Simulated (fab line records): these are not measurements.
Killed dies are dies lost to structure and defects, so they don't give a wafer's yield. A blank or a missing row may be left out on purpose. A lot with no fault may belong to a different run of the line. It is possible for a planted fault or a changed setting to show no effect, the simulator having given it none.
Chamber matching	flow gf180mcu	GF_V3_CVD_02 on pecvd-04 has 3 sister chambers
The step deposits SiO2 from TEOS, target thk 850 nm, time 94.851 s. 16 wafers are shown with their chamber, then 8 later ones without.

== EACH WAFER AND ITS CHAMBER ==
wafer	chamber	heater power w (W)
L076.1	1	705
L076.2	2	713
L076.4	0	599
L079.1	2	771
L079.3	2	631
L079.6	2	687
L082.1	1	694
L082.3	2	807
L082.5	0	581
L084.3	0	565
L084.5	1	699
L084.6	2	802
L086.1	2	683
L086.4	0	579
L086.6	2	744
L092.2	2	763

SIGNATURES (means of the wafers above)
reading	chamber 0	chamber 1	chamber 2	scatter within a chamber
heater power w	581.00	699.33	733.44	47
Rule: a wafer's distance from a chamber is the root of the sum, over the readings, of the square of ((its reading less the chamber's mean) divided by the reading's scatter). If the next closest chamber is less than 2 further off than the closest, the wafer can't be placed; otherwise it belongs to the closest. The scatter is the square root of a quotient: the sum, over the shown wafers, of each reading's squared deviation from its chamber's mean, divided by wafers minus chambers.

== WAFERS MISSING THEIR CHAMBER ==
wafer	heater power w (W)
L092.3	696
L092.5	587
L095.2	736
L095.3	682
L095.4	801
L097.1	645
L097.2	606
L097.4	799

== EACH ONE'S CHAMBER ==
wafer	from the rows above	in truth
L092.3	can't be placed: 1 or 2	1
L092.5	0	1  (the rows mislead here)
L095.2	can't be placed: 2 or 1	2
L095.3	can't be placed: 1 or 2 or 0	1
L095.4	can't be placed: 2 or 1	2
L097.1	can't be placed: 1 or 0 or 2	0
L097.2	can't be placed: 0 or 1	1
L097.4	can't be placed: 2 or 1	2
Correctly placed: 0 of 8. Cannot be placed on the basis of these rows: 7; the candidates contain the true chamber in 7. Wrongly placed: 1.
